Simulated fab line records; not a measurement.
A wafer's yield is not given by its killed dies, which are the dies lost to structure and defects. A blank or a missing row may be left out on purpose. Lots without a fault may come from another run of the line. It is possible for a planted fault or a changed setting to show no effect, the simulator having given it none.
Matching of chambers -- flow sky130 -- SKY_LI_CONTACT_HDPCVD_00 on hdpcvd-02 has 3 sister chambers
The step deposits PSG, target thk 930 nm, time 155 s. 14 wafers are shown with their chamber, then 7 later ones without.

WAFERS WITH THEIR CHAMBER
wafer,chamber,run length s (s)
L906.1,0,182.8
L906.3,1,183.0
L906.6,2,183.5
L907.1,0,183.1
L907.4,0,182.5
L907.5,1,183.1
L908.1,2,183.6
L908.4,2,183.3
L908.6,1,182.4
L913.2,2,183.3
L913.5,2,183.3
L913.6,1,182.6
L912.1,2,183.5
L912.2,1,183.0

SIGNATURES, as means of the wafers listed above
reading,chamber 0,chamber 1,chamber 2,scatter within a chamber
run length s,182.800,182.820,183.417,0.241
Rule: a wafer's distance from a chamber is the root of the sum, over the readings, of the square of ((its reading less the chamber's mean) divided by the reading's scatter). The wafer belongs to the nearest chamber; if the next one is less than 2 further off, it can't be placed. How the scatter is found: for the shown wafers, subtract from each reading the mean of its chamber, square and add these, divide the total by (wafers less chambers), then take the root.

WAFERS MISSING THEIR CHAMBER
wafer,run length s (s)
L912.4,183.1
L911.2,183.6
L911.4,182.3
L911.5,183.2
L924.2,182.3
L926.1,182.4
L926.5,183.0

THE CHAMBER EACH PASSED THROUGH
wafer,from the rows above,in truth
L912.4,can't be placed: 1 or 0 or 2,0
L911.2,2,2
L911.4,can't be placed: 0 or 1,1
L911.5,can't be placed: 2 or 1 or 0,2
L924.2,can't be placed: 0 or 1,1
L926.1,can't be placed: 0 or 1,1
L926.5,can't be placed: 1 or 0 or 2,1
Correct placement for 1 of the 7. These rows do not allow placing 6 (true chamber among the candidates in 6). Number placed wrongly: 0.
